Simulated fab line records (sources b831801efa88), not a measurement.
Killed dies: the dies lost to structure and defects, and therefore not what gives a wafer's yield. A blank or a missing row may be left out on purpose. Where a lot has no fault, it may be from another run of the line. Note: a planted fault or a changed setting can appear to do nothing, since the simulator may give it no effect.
fab line records	flow sky130	part 1 of 2: steps 1 to 29 of 41
[record] lots = 5	wafers = 15	lastDay = 49
route steps=708 shown RES_XHIGH@339 SD_N@342 SD_P@359 SALICIDE@361 LI_CONTACT@362
lots with no fault: from the same line, run without faults
startH: start of the lot's first displayed wafer, in hours after the record's first day	waitH: how many hours have passed since the lot's step before this one	" same as the row above	L1.1+2: one row covering several wafers at once	- no value, or no start was given	* or withheld: withheld	< > ~ a bound
route shown NAME@n: names a module that has steps shown in the file, with the first one's number in the route	usual: the fault-free wafers' mean and standard deviation	same: alike in all rows	chamber/n: place in a boat	sites: readings site by site	_std_site: the standard deviation of these	_edge_site: mean of outer sites minus mean of inner sites	radiusMm: for every site, how far away it sits from the centre of the wafer	mask NAME#n: copy n	behind: the most recent tool/chamber to have shaped the wafer	hold: what put the lot on hold/how long, in hours/how the hold closed	device: which transistor (n, p or np) failed to switch	end of line: tests of these same wafers at the route's end	a step given without rows: its recipe and nothing more	killed: at the first sort, the dies lost to defects and structure; wafer yield is something else	map: shows each die of a wafer: x if killed, . if not, _ if none is there
set.NAME: setting as actually run; set.NAME@STEP: the setting as run at that earlier step	model.NAME: the simulator's own value behind a step, which no gauge read
lots at some steps of the route; a table a step, a row a wafer
services: when a tool's chamber went out of use (startH, in hours from the record's first day, below 0 if earlier), for how many hours, and the reason
[[steps]]
[step SKY_RES_XHIGH_IMPLANT_07]
[recipe] species = BF2	energyKev = 20	doseCm2 = 3.6e+14	tiltDeg = 0
[usual] beamOnS = 38/4.3	doseIonsCm2 = 3.6e+14/4.6e+11	tiltDeg = 0.000/0.02
lot.wafer	tool	chamber	startH	waitH	beamOnS	doseIonsCm2	tiltDeg
L078.1	implanter-02	0	668.36	0.1	41	3.599e+14	0.003
L078.3	"	0	"	"	43	3.591e+14	-0.006
L078.4	"	0	"	"	40	3.598e+14	0.012
L079.2	implanter-02	0	675.24	0.2	41	3.593e+14	0.041
L079.4	"	0	"	"	41	3.591e+14	0.039
L079.5	"	0	"	"	42	3.591e+14	0.018
L080.4	implanter-02	0	676.39	0.1	40	3.604e+14	0.019
L080.5	"	0	"	"	41	3.61e+14	-0.015
L080.6	"	0	"	"	42	3.607e+14	0.020
L087.1	implanter-04	0	719.49	0.1	40	3.604e+14	0.041
L087.3	"	0	"	"	41	3.6e+14	0.033
L087.4	"	0	"	"	42	3.604e+14	0.006
L091.3	implanter-03	0	762.61	0.1	31	3.597e+14	0.006
L091.5	"	0	"	"	32	3.601e+14	0.014
L091.6	"	0	"	"	32	3.605e+14	-0.012
[step SKY_RES_XHIGH_STRIP_08]
[recipe] chemistry = O2/N2	powerW = 1400	pressureMtorr = 1500	platenTempC = withheld	o2FlowSccm = 3000	n2FlowSccm = 300	overashFraction = 0.5
[usual] drypumpMotorCurrentA = 5.3/0.34	oesProductAu = 0.711/0.004	stripTimeToEndpointS = 14.29/0.038
lot.wafer	tool	chamber	startH	waitH	drypumpMotorCurrentA	oesProductAu	rfHoursCounterH	stripTimeToEndpointS
L078.1	plasmaAsher-02	0	668.51	0.1	5.0	0.707	55	14.28
L078.3	"	0	"	"	4.9	0.716	-	14.28
L078.4	"	1	"	"	5.6	0.713	-	14.26
L079.2	plasmaAsher-02	0	675.36	0.1	4.9	0.711	56	14.28
L079.4	"	1	"	"	5.6	0.719	-	14.31
L079.5	"	0	"	"	4.9	0.711	-	14.31
L080.4	plasmaAsher-01	0	676.49	0.1	4.8	0.717	-	14.31
L080.5	"	0	"	"	4.8	0.712	-	14.29
L080.6	"	1	"	"	5.3	0.707	-	14.31
L087.1	plasmaAsher-01	1	719.64	0.1	5.3	0.712	29	14.28
L087.3	"	0	"	"	4.8	0.711	-	14.23
L087.4	"	1	"	"	5.3	0.716	-	14.27
L091.3	plasmaAsher-01	1	762.74	0.1	5.3	0.710	-	14.32
L091.5	"	0	"	"	4.8	0.708	-	14.27
L091.6	"	1	"	"	5.3	0.714	-	14.29
[step SKY_RES_XHIGH_TW_MEAS_09]
[usual] RES_XHIGH_TW = 1639/13
lot.wafer	tool	chamber	startH	waitH	RES_XHIGH_TW
L078.1	filmMetro-02	-	668.61	0.1	1648
L078.3	"	-	"	"	1654
L078.4	"	-	"	"	1656
L079.2	filmMetro-04	-	675.47	0.1	1624
L079.4	"	-	"	"	1617
L079.5	"	-	"	"	1616
L080.4	filmMetro-02	-	676.59	0.1	1636
L080.5	"	-	"	"	1648
L080.6	"	-	"	"	1636
L087.1	filmMetro-04	-	719.74	0.1	1638
L087.3	"	-	"	"	1618
L087.4	"	-	"	"	1631
L091.3	filmMetro-04	-	762.83	0.1	1630
L091.5	"	-	"	"	1619
L091.6	"	-	"	"	1622
[step SKY_SD_N_DEHYDRATE_00]
[recipe] tempC = 200	timeS = 60
lot.wafer	tool	chamber	startH	waitH
L078.1+3+4	lithoTrack-03	0	682.13	13.5
L079.2+4+5	lithoTrack-01	0	688.95	13.5
L080.4+5+6	lithoTrack-01	0	689.60	13.0
L087.1+3+4	lithoTrack-02	0	733.24	13.5
L091.3+5+6	lithoTrack-01	0	775.88	13.0
[step SKY_SD_N_HMDS_01]
[recipe] primeTimeS = 60	primeTempC = 120
lot.wafer	tool	chamber	startH	waitH
L078.1+3+4	lithoTrack-03	0	682.28	0.1
L079.2+4+5	lithoTrack-01	0	689.10	0.1
L080.4+5+6	lithoTrack-01	0	689.75	0.1
L087.1+3+4	lithoTrack-02	0	733.39	0.1
L091.3+5+6	lithoTrack-01	0	776.03	0.1
[step SKY_SD_N_COAT_02]
[recipe] resist = NOVOLAK	spinRpm = 3000	resistThkNm = 1140
lot.wafer	tool	chamber	startH	waitH
L078.1+3+4	lithoTrack-03	0	682.43	0.1
L079.2+4+5	lithoTrack-01	0	689.25	0.1
L080.4+5+6	lithoTrack-01	0	689.90	0.1
L087.1+3+4	lithoTrack-02	0	733.54	0.1
L091.3+5+6	lithoTrack-01	0	776.18	0.1
[step SKY_SD_N_SOFTBAKE_03]
[recipe] tempC = 90	timeS = 60	resist = NOVOLAK
lot.wafer	tool	chamber	startH	waitH
L078.1+3+4	lithoTrack-03	0	682.58	0.1
L079.2+4+5	lithoTrack-01	0	689.40	0.1
L080.4+5+6	lithoTrack-01	0	690.05	0.1
L087.1+3+4	lithoTrack-02	0	733.69	0.1
L091.3+5+6	lithoTrack-01	0	776.33	0.1
[step SKY_SD_N_EXPOSE_04]
[recipe] maskId = NSDM	na = 0.6	sourceShape = conventional	sigmaOuter = 0.6	polarization = unpolarized	targetCdNm = 380	doseMj = 141
lot.wafer	tool	chamber	startH	waitH	mask
L078.1+3+4	ilineStepper-01	0	-	-	NSDM#0
L079.2+4+5	ilineStepper-02	0	-	-	NSDM#0
L080.4+5+6	ilineStepper-01	0	-	-	NSDM#0
L087.1+3+4	ilineStepper-02	0	-	-	NSDM#0
L091.3+5+6	ilineStepper-01	0	-	-	NSDM#0
[step SKY_SD_N_PEB_05]
[recipe] tempC = withheld	timeS = *	resist = NOVOLAK
lot.wafer	tool	chamber	startH	waitH
L078.1+3+4	lithoTrack-01	0	-	-
L079.2+4+5	lithoTrack-02	0	-	-
L080.4+5+6	lithoTrack-01	0	-	-
L087.1+3+4	lithoTrack-02	0	-	-
L091.3+5+6	lithoTrack-03	0	-	-
[step SKY_SD_N_DEVELOP_06]
[recipe] resist = NOVOLAK	developer = TMAH	developTimeS = 60	devTempC = 23
lot.wafer	tool	chamber	startH	waitH
L078.1+3+4	lithoTrack-01	0	696.02	0.1
L079.2+4+5	lithoTrack-02	0	703.31	0.1
L080.4+5+6	lithoTrack-01	0	703.90	0.1
L087.1+3+4	lithoTrack-02	0	747.04	0.1
L091.3+5+6	lithoTrack-03	0	789.53	0.1
[step SKY_SD_N_CD_MEAS_07]
[recipe] targetCdNm = 380
[usual] cdNm = 381.0/1.5
lot.wafer	tool	chamber	startH	waitH	cdNm
L078.1	cdSem-02	-	696.17	0.1	381.5
L078.3	"	-	"	"	382.3
L078.4	"	-	"	"	380.7
L079.2	cdSem-02	-	703.46	0.1	382.5
L079.4	"	-	"	"	382.0
L079.5	"	-	"	"	381.1
L080.4	cdSem-01	-	704.03	0.1	382.5
L080.5	"	-	"	"	382.4
L080.6	"	-	"	"	381.3
L087.1	cdSem-02	-	747.19	0.1	379.2
L087.3	"	-	"	"	379.6
L087.4	"	-	"	"	378.6
L091.3	cdSem-02	-	789.67	0.1	382.9
L091.5	"	-	"	"	381.1
L091.6	"	-	"	"	382.2
[step SKY_SD_N_OVL_MEAS_08]
[usual] SD_N_OVL = 0.7/1.1
lot.wafer	tool	chamber	startH	waitH	SD_N_OVL[nm]
L078.1	overlay-02	-	696.29	0.1	1.7
L078.3	"	-	"	"	-0.8
L078.4	"	-	"	"	2.2
L079.2	overlay-02	-	703.56	0.1	0.3
L079.4	"	-	"	"	0.8
L079.5	"	-	"	"	0.2
L080.4	overlay-01	-	704.11	0.1	-0.5
L080.5	"	-	"	"	0.7
L080.6	"	-	"	"	0.2
L087.1	overlay-02	-	747.31	0.1	-1.8
L087.3	"	-	"	"	-1.1
L087.4	"	-	"	"	-1.6
L091.3	overlay-02	-	789.77	0.1	2.5
L091.5	"	-	"	"	1.2
L091.6	"	-	"	"	1.4
[step SKY_SD_N_IMPLANT_09]
[recipe] species = As	energyKev = 50	doseCm2 = 4e+15	tiltDeg = 0
[usual] beamOnS = 17.9/2.8	doseIonsCm2 = 4e+15/4.3e+12	tiltDeg = 0.001/0.022
lot.wafer	tool	chamber	startH	waitH	beamOnS	doseIonsCm2	tiltDeg
L078.1	implanter-01	0	696.33	0.0	20.9	3.997e+15	-0.004
L078.3	"	0	"	"	21.6	4e+15	0.003
L078.4	"	0	"	"	21.6	4.004e+15	-0.016
L079.2	implanter-03	0	703.62	0.0	15.5	3.999e+15	0.020
L079.4	"	0	"	"	15.7	4.001e+15	0.029
L079.5	"	0	"	"	15.2	3.987e+15	-0.005
L080.4	implanter-01	0	704.21	0.1	21.5	4e+15	0.004
L080.5	"	0	"	"	21.5	4.004e+15	0.025
L080.6	"	0	"	"	20.8	3.999e+15	-0.011
L087.1	implanter-03	0	747.34	0.0	15.2	3.998e+15	-0.009
L087.3	"	0	"	"	15.5	4.002e+15	-0.008
L087.4	"	0	"	"	15.1	4.005e+15	0.021
L091.3	implanter-01	0	789.84	0.1	21.2	4.001e+15	0.019
L091.5	"	0	"	"	21.2	4.003e+15	-0.017
L091.6	"	0	"	"	22.0	3.996e+15	-0.013
[step SKY_SD_N_IMPLANT_10]
[recipe] species = P	energyKev = 20	doseCm2 = 1e+14	tiltDeg = 0
[usual] beamOnS = 11.1/1.2	doseIonsCm2 = 9.999e+13/1.2e+11	tiltDeg = 0.005/0.02
lot.wafer	tool	chamber	startH	waitH	beamOnS	doseIonsCm2	tiltDeg
L078.1	implanter-01	0	696.48	0.1	12.3	1.0004e+14	0.037
L078.3	"	0	"	"	12.5	1.0008e+14	0.020
L078.4	"	0	"	"	12.3	9.999e+13	0.018
L079.2	implanter-03	0	703.77	0.1	10.3	1.0009e+14	0.020
L079.4	"	0	"	"	9.7	9.996e+13	0.003
L079.5	"	0	"	"	9.9	1.0034e+14	0.000
L080.4	implanter-01	0	704.36	0.1	12.8	9.985e+13	0.015
L080.5	"	0	"	"	12.8	9.994e+13	-0.011
L080.6	"	0	"	"	13.0	1.001e+14	-0.001
L087.1	implanter-03	0	747.49	0.1	10.1	9.996e+13	0.009
L087.3	"	0	"	"	10.1	1.0005e+14	0.043
L087.4	"	0	"	"	10.2	1.0001e+14	0.014
L091.3	implanter-01	0	789.99	0.1	12.3	1.0009e+14	-0.040
L091.5	"	0	"	"	13.0	9.979e+13	-0.010
L091.6	"	0	"	"	12.7	9.977e+13	-0.016
[step SKY_SD_N_STRIP_11]
[recipe] chemistry = O2/N2	powerW = 1400	pressureMtorr = 1500	platenTempC = withheld	o2FlowSccm = 3000	n2FlowSccm = 300	overashFraction = 0.5
[usual] drypumpMotorCurrentA = 5.6/0.38	oesProductAu = 0.527/0.0046	stripTimeToEndpointS = 22.56/0.04
lot.wafer	tool	chamber	startH	waitH	drypumpMotorCurrentA	oesProductAu	rfHoursCounterH	stripTimeToEndpointS
L078.1	plasmaAsher-01	0	696.63	0.1	4.8	0.531	27	22.53
L078.3	"	1	"	"	5.3	0.525	-	22.54
L078.4	"	0	"	"	4.8	0.521	-	22.56
L079.2	plasmaAsher-03	0	703.89	0.1	5.5	0.525	86	22.52
L079.4	"	1	"	"	5.7	0.526	-	22.54
L079.5	"	0	"	"	5.5	0.528	-	22.52
L080.4	plasmaAsher-04	0	704.46	0.1	6.1	0.524	-	22.53
L080.5	"	1	"	"	6.0	0.525	-	22.59
L080.6	"	0	"	"	6.1	0.518	-	22.56
L087.1	plasmaAsher-03	0	747.64	0.1	5.5	0.526	90	22.53
L087.3	"	0	"	"	5.5	0.526	-	22.53
L087.4	"	1	"	"	5.8	0.529	-	22.58
L091.3	plasmaAsher-04	1	790.12	0.1	6.0	0.526	-	22.45
L091.5	"	0	"	"	6.1	0.530	-	22.49
L091.6	"	1	"	"	6.0	0.530	-	22.49
[step SKY_SD_N_TW_MEAS_12]
[usual] SD_N_TW = 3985/32
lot.wafer	tool	chamber	startH	waitH	SD_N_TW
L078.1	filmMetro-02	-	696.73	0.1	4035
L078.3	"	-	"	"	4020
L078.4	"	-	"	"	4023
L079.2	filmMetro-04	-	704.00	0.1	3986
L079.4	"	-	"	"	3980
L079.5	"	-	"	"	3971
L080.4	filmMetro-03	-	704.56	0.1	3972
L080.5	"	-	"	"	3959
L080.6	"	-	"	"	3977
L087.1	filmMetro-02	-	747.74	0.1	4033
L087.3	"	-	"	"	4032
L087.4	"	-	"	"	4001
L091.3	filmMetro-02	-	790.21	0.1	4032
L091.5	"	-	"	"	4021
L091.6	"	-	"	"	4017
[step SKY_SD_N_CLEAN_13]
[recipe] chemistry = SC1/SC2	mix = 1:4:20	tempC = 70	timeS = 150	dry = n2Spin
lot.wafer	tool	chamber	startH	waitH
L078.1+3+4	wetBench-04	3	696.79	0.1
L079.2+4+5	wetBench-02	1	704.05	0.0
L080.4+5+6	wetBench-04	3	704.59	0.0
L087.1+3+4	wetBench-01	3	747.80	0.1
L091.3+5+6	wetBench-04	3	790.25	0.0
[step SKY_SD_N_RTA_14]
[recipe] tempC = 1075	timeS = 2	idleTempC = 650	rampUpCPerS = 150	rampDownCPerS = 90	ambient = N2
[usual] annealTempCMax = 1079.7/1.2	lampPowerPct = 15.74/0.058	wafer_temp_C_max = 1078.2/1.3
lot.wafer	tool	chamber	startH	waitH	annealTempCMax	lampPowerPct	wafer_temp_C_max
L078.1	rtpAnneal-01	0	696.84	0.0	1078.9	15.73	1077.9
L078.3	"	0	"	"	1077.9	15.73	1077.8
L078.4	"	0	"	"	1079.2	15.69	1079.4
L079.2	rtpAnneal-02	0	704.11	0.0	1079.6	15.68	1078.2
L079.4	"	0	"	"	1079.9	15.77	1078.2
L079.5	"	0	"	"	1080.3	15.79	1078.7
L080.4	rtpAnneal-01	0	704.67	0.0	1078.4	15.82	1077.9
L080.5	"	0	"	"	1078.8	15.82	1079.5
L080.6	"	0	"	"	1078.3	15.73	1078.5
L087.1	rtpAnneal-02	0	747.85	0.0	1082.8	15.63	1077.0
L087.3	"	0	"	"	1079.7	15.80	1078.0
L087.4	"	0	"	"	1080.1	15.78	1079.4
L091.3	rtpAnneal-01	0	790.32	0.0	1080.1	15.74	1078.9
L091.5	"	0	"	"	1078.7	15.69	1078.9
L091.6	"	0	"	"	1078.7	15.80	1076.3
[step SKY_SD_N_RS_MEAS_16]
[recipe] thkMeasGauge = four-point-probe
[usual] SD_N_RS = 68.62/0.11
lot.wafer	tool	chamber	startH	waitH	SD_N_RS[ohm/sq]
L078.1	filmMetro-03	-	697.01	0.1	68.66
L078.3	"	-	"	"	68.50
L078.4	"	-	"	"	68.66
L079.2	filmMetro-04	-	704.29	0.1	68.58
L079.4	"	-	"	"	68.57
L079.5	"	-	"	"	68.52
L080.4	filmMetro-03	-	704.87	0.1	68.59
L080.5	"	-	"	"	68.50
L080.6	"	-	"	"	68.59
L087.1	filmMetro-03	-	748.02	0.1	68.51
L087.3	"	-	"	"	68.50
L087.4	"	-	"	"	68.57
L091.3	filmMetro-03	-	790.52	0.1	68.56
L091.5	"	-	"	"	68.59
L091.6	"	-	"	"	68.54
[step SKY_SD_N_RS_MEAS_17]
[recipe] thkMeasGauge = four-point-probe
[usual] SD_P_RS = 147.2/0.38
lot.wafer	tool	chamber	startH	waitH	SD_P_RS[ohm/sq]
L078.1	filmMetro-03	-	697.13	0.1	147.3
L078.3	"	-	"	"	147.4
L078.4	"	-	"	"	146.7
L079.2	filmMetro-04	-	704.41	0.1	146.8
L079.4	"	-	"	"	147.2
L079.5	"	-	"	"	147.4
L080.4	filmMetro-03	-	704.99	0.1	146.9
L080.5	"	-	"	"	146.8
L080.6	"	-	"	"	146.8
L087.1	filmMetro-03	-	748.14	0.1	146.8
L087.3	"	-	"	"	146.7
L087.4	"	-	"	"	146.9
L091.3	filmMetro-03	-	790.64	0.1	147.1
L091.5	"	-	"	"	147.5
L091.6	"	-	"	"	147.0
[step SKY_SD_N_RS_MEAS_18]
[recipe] thkMeasGauge = four-point-probe
[usual] RES_XHIGH_RS = 333.6/1.1
lot.wafer	tool	chamber	startH	waitH	RES_XHIGH_RS[ohm/sq]
L078.1	filmMetro-03	-	697.25	0.1	333.2
L078.3	"	-	"	"	333.5
L078.4	"	-	"	"	332.7
L079.2	filmMetro-04	-	704.53	0.1	335.0
L079.4	"	-	"	"	336.5
L079.5	"	-	"	"	335.8
L080.4	filmMetro-03	-	705.11	0.1	336.0
L080.5	"	-	"	"	334.1
L080.6	"	-	"	"	335.2
L087.1	filmMetro-03	-	748.26	0.1	333.7
L087.3	"	-	"	"	335.1
L087.4	"	-	"	"	333.6
L091.3	filmMetro-03	-	790.76	0.1	331.8
L091.5	"	-	"	"	332.9
L091.6	"	-	"	"	333.6
[step SKY_SALICIDE_CLEAN_00]
[recipe] chemistry = HF-last	timeS = 30	dilution = 100:1	dry = ipaMarangoni
lot.wafer	tool	chamber	startH	waitH
L078.1+3+4	wetBench-03	3	697.37	0.1
L079.2+4+5	wetBench-03	1	704.63	0.1
L080.4+5+6	wetBench-04	1	705.17	0.0
L087.1+3+4	wetBench-04	2	748.38	0.1
L091.3+5+6	wetBench-04	3	790.84	0.1
[step SKY_LI_CONTACT_HDPCVD_00]
[recipe] material = PSG	targetThkNm = 930	sigmaOpenFrac = 0.3	timeS = 155	tempC = 600	sih4FlowSccm = 60	pressureMtorr = 6
[usual] susceptorTempC = 599.98/0.27
lot.wafer	tool	chamber	startH	waitH	susceptorTempC
L078.1	hdpcvd-01	0	697.39	0.0	600.28
L078.3	"	2	"	"	600.03
L078.4	"	1	"	"	599.86
L079.2	hdpcvd-01	2	704.65	0.0	599.86
L079.4	"	1	"	"	599.95
L079.5	"	2	"	"	599.71
L080.4	hdpcvd-02	1	705.24	0.1	599.60
L080.5	"	2	"	"	600.11
L080.6	"	0	"	"	600.50
L087.1	hdpcvd-02	2	748.40	0.0	599.84
L087.3	"	0	"	"	599.78
L087.4	"	0	"	"	599.64
L091.3	hdpcvd-01	1	790.86	0.0	599.40
L091.5	"	1	"	"	599.91
L091.6	"	0	"	"	599.67
[step SKY_LI_CONTACT_THK_MEAS_01]
[recipe] reads = PSG_of_LI_CONTACT_HDPCVD_00
[usual] LI_CONTACT_HDPCVD_THK = 935/8.4
lot.wafer	tool	chamber	startH	waitH	LI_CONTACT_HDPCVD_THK[nm]
L078.1	filmMetro-04	-	697.49	0.1	942
L078.3	"	-	"	"	938
L078.4	"	-	"	"	939
L079.2	filmMetro-04	-	704.76	0.1	932
L079.4	"	-	"	"	946
L079.5	"	-	"	"	931
L080.4	filmMetro-03	-	705.32	0.0	928
L080.5	"	-	"	"	942
L080.6	"	-	"	"	933
L087.1	filmMetro-02	-	748.50	0.1	927
L087.3	"	-	"	"	916
L087.4	"	-	"	"	922
L091.3	filmMetro-02	-	790.98	0.1	936
L091.5	"	-	"	"	943
L091.6	"	-	"	"	935
[step SKY_LI_CONTACT_CMP_02]
[recipe] material = PSG	downForcePsi = 4	platenRpm = 60	padVelocityMS = 0.94248
[usual] motorCurrentA = 11.6/0.95	timeToEndpointS = 33.6/1.8
lot.wafer	tool	chamber	startH	waitH	motorCurrentA	timeToEndpointS
L078.1	cmp-02	3	697.55	0.1	10.5	35.0
L078.4	"	1	"	"	10.5	33.2
L078.3	"	2	"	"	13.1	36.8
L079.2	cmp-01	0	704.91	0.1	13.7	33.1
L079.4	"	1	"	"	11.8	35.9
L079.5	"	2	"	"	10.3	35.0
L080.4	cmp-02	3	705.35	0.0	10.1	34.9
L080.6	"	3	"	"	9.9	30.3
L080.5	"	0	"	"	12.2	31.5
L087.1	cmp-02	3	748.56	0.1	10.6	33.2
L087.3	"	1	"	"	10.6	29.8
L087.4	"	2	"	"	11.8	32.2
L091.3	cmp-01	2	791.12	0.1	10.8	32.8
L091.5	"	0	"	"	13.3	37.7
L091.6	"	1	"	"	11.5	33.4
[step SKY_LI_CONTACT_BOW_MEAS_03]
[recipe] mode = bow
[usual] LI_CONTACT_BOW = 55/6.1
lot.wafer	tool	chamber	startH	waitH	LI_CONTACT_BOW[um]
L078.1	filmMetro-04	-	697.85	0.2	53
L078.3	"	-	"	"	55
L078.4	"	-	"	"	54
L079.2	filmMetro-02	-	705.13	0.2	63
L079.4	"	-	"	"	48
L079.5	"	-	"	"	59
L080.4	filmMetro-04	-	705.71	0.3	65
L080.5	"	-	"	"	57
L080.6	"	-	"	"	63
L087.1	filmMetro-02	-	748.86	0.2	47
L087.3	"	-	"	"	50
L087.4	"	-	"	"	62
L091.3	filmMetro-04	-	791.36	0.2	50
L091.5	"	-	"	"	55
L091.6	"	-	"	"	58
[step SKY_LI_CONTACT_DEHYDRATE_04]
[recipe] tempC = 200	timeS = 60
lot.wafer	tool	chamber	startH	waitH
L078.1+3+4	lithoTrack-04	0	711.21	13.3
L079.2+4+5	lithoTrack-04	0	717.79	12.6
L080.4+5+6	lithoTrack-01	0	718.90	13.2
L087.1+3+4	lithoTrack-01	0	761.68	12.8
L091.3+5+6	lithoTrack-03	0	804.03	12.7
[step SKY_LI_CONTACT_HMDS_05]
[recipe] primeTimeS = 60	primeTempC = 120
lot.wafer	tool	chamber	startH	waitH
L078.1+3+4	lithoTrack-04	0	711.36	0.1
L079.2+4+5	lithoTrack-04	0	717.94	0.1
L080.4+5+6	lithoTrack-01	0	719.05	0.1
L087.1+3+4	lithoTrack-01	0	761.83	0.1
L091.3+5+6	lithoTrack-03	0	804.18	0.1
[step SKY_LI_CONTACT_COAT_06]
[recipe] resist = BARC	tempC = withheld	timeS = withheld	spinRpm = 3000	resistThkNm = 60
lot.wafer	tool	chamber	startH	waitH
L078.1+3+4	lithoTrack-04	0	711.51	0.1
L079.2+4+5	lithoTrack-04	0	718.09	0.1
L080.4+5+6	lithoTrack-01	0	719.20	0.1
L087.1+3+4	lithoTrack-01	0	761.98	0.1
L091.3+5+6	lithoTrack-03	0	804.33	0.1
